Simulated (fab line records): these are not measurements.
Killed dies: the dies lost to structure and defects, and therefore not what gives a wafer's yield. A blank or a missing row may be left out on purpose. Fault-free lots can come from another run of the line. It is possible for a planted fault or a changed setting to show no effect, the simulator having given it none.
A lot that was struck, set against a sound lot    flow sky130    34 out of 708 route steps
Sound: these wafers, L190.1, L190.3, L190.5. Wafers L192.1, L192.4, L192.6 were the ones struck. The cause is named last.
Each step with rows lists, per side, the tool, then ch with its chambers, then its first start. Under that, the readings that differ: sound wafers    struck wafers    difference of the means    sigmas: that difference in standard deviations of wafers without a fault.
alike: readings with means less than 2 such deviations apart, plus words and numbers identical on both sides. not compared: withheld readings, readings lacking a value on some wafer, bounds such as >300 that could conceal the same value, and numbers that have no deviation in the record and whose values overlap.
Wherever a step has rows on one side only, a row that says differs or no value, or a row with sigmas, the two part there. Non-overlapping numbers with no deviation appear without sigmas and do not part them. Lack of a reading on every wafer of one side parts them only where that side has two or more wafers.

first, 10 steps without rows for these wafers: SKY_POLY_CUT_ETCH_10 (etches BARC in N2/H2, stops on SiO2, time 45.9 s, target depth 60 nm); SKY_POLY_CUT_ETCH_11 (etches Si3N4 in CF4/CH2F2/Ar, stops on poly-Si, time 42.5 s, target depth 60 nm); SKY_POLY_CUT_STRIP_12 (strips in O2/N2); SKY_SD_P_DEHYDRATE_00 (time 60 s); SKY_SD_P_HMDS_01 (prime time 60 s); SKY_SD_P_COAT_02 (resist thk 1140 nm); SKY_SD_P_SOFTBAKE_03 (time 60 s); SKY_SD_P_EXPOSE_04 (exposes mask PSDM, target cd 380 nm); SKY_SD_P_PEB_05; SKY_SD_P_DEVELOP_06 (develop time 60 s).
SKY_SD_P_IMPLANT_09:
  sound on implanter-04 ch 0, day 30 00:51; struck on implanter-04 ch 0, day 30 19:09
reading                   sound              struck             difference  sigmas
implantIonAmu             49 49 49           11 11 11           -38         
model.implant.rpNm (nm)   17.82 17.82 17.82  67.01 67.01 67.01  +49.19      
model.implant.drpNm (nm)  9.746 9.746 9.746  28.3 28.3 28.3     +18.6       
SKY_SD_P_STRIP_10: strips in O2/N2.
  sound on plasmaAsher-03 ch 0, day 30 01:00; struck on plasmaAsher-02 ch 0, day 30 19:18
reading                   sound              struck             difference  sigmas
oesProductAu (a.u.)       0.620 0.616 0.618  0.600 0.606 0.605  -0.014      -3
stripTimeToEndpointS (s)  17.48 17.49 17.52  18.20 18.20 18.22  +0.71       +20
  alike: drypumpMotorCurrentA
  not compared: rfHoursCounterH
SKY_SD_P_TW_MEAS_11:
  struck on filmMetro-02, day 30 19:40; sound on filmMetro-01, day 30 01:06
reading  sound           struck          difference  sigmas
SD_P_TW  2926 2917 2943  2126 2122 2125  -804        -19
  not compared: hold
then, 20 steps without rows for these wafers: SKY_RES_XHIGH_HMDS_01 (prime time 60 s); SKY_RES_XHIGH_COAT_02 (resist thk 1140 nm); SKY_RES_XHIGH_SOFTBAKE_03 (time 60 s); SKY_RES_XHIGH_EXPOSE_04 (exposes mask URPM, target cd 1270 nm); SKY_RES_XHIGH_PEB_05; SKY_RES_XHIGH_DEVELOP_06 (develop time 60 s); SKY_RES_XHIGH_IMPLANT_07; SKY_RES_XHIGH_STRIP_08 (strips in O2/N2); SKY_SD_N_DEHYDRATE_00 (time 60 s); SKY_SD_N_HMDS_01 (prime time 60 s); SKY_SD_N_COAT_02 (resist thk 1140 nm); SKY_SD_N_SOFTBAKE_03 (time 60 s); SKY_SD_N_EXPOSE_04 (exposes mask NSDM, target cd 380 nm); SKY_SD_N_PEB_05; SKY_SD_N_DEVELOP_06 (develop time 60 s); SKY_SD_N_IMPLANT_09; SKY_SD_N_IMPLANT_10; SKY_SD_N_STRIP_11 (strips in O2/N2); SKY_SD_N_CLEAN_13 (cleans in SC1/SC2, time 150 s); SKY_SD_N_RTA_14 (time 2 s).
-- the record jumps here: 2 days lie between the struck wafers' starts before and after --
SKY_SD_N_RS_MEAS_17: the measuring method here is four-point-probe.
  struck on filmMetro-04, day 33 03:47; sound on filmMetro-02, day 32 09:38
reading           sound              struck          difference  sigmas
SD_P_RS (ohm/sq)  148.1 146.9 147.0  52.1 51.9 52.0  -95.3       -99 or more
  not compared: hold

## WHERE THEY PART
Last at SKY_SD_N_RS_MEAS_17 as far as this record goes, first at SKY_SD_P_STRIP_10.

WHY: what the simulator had put in
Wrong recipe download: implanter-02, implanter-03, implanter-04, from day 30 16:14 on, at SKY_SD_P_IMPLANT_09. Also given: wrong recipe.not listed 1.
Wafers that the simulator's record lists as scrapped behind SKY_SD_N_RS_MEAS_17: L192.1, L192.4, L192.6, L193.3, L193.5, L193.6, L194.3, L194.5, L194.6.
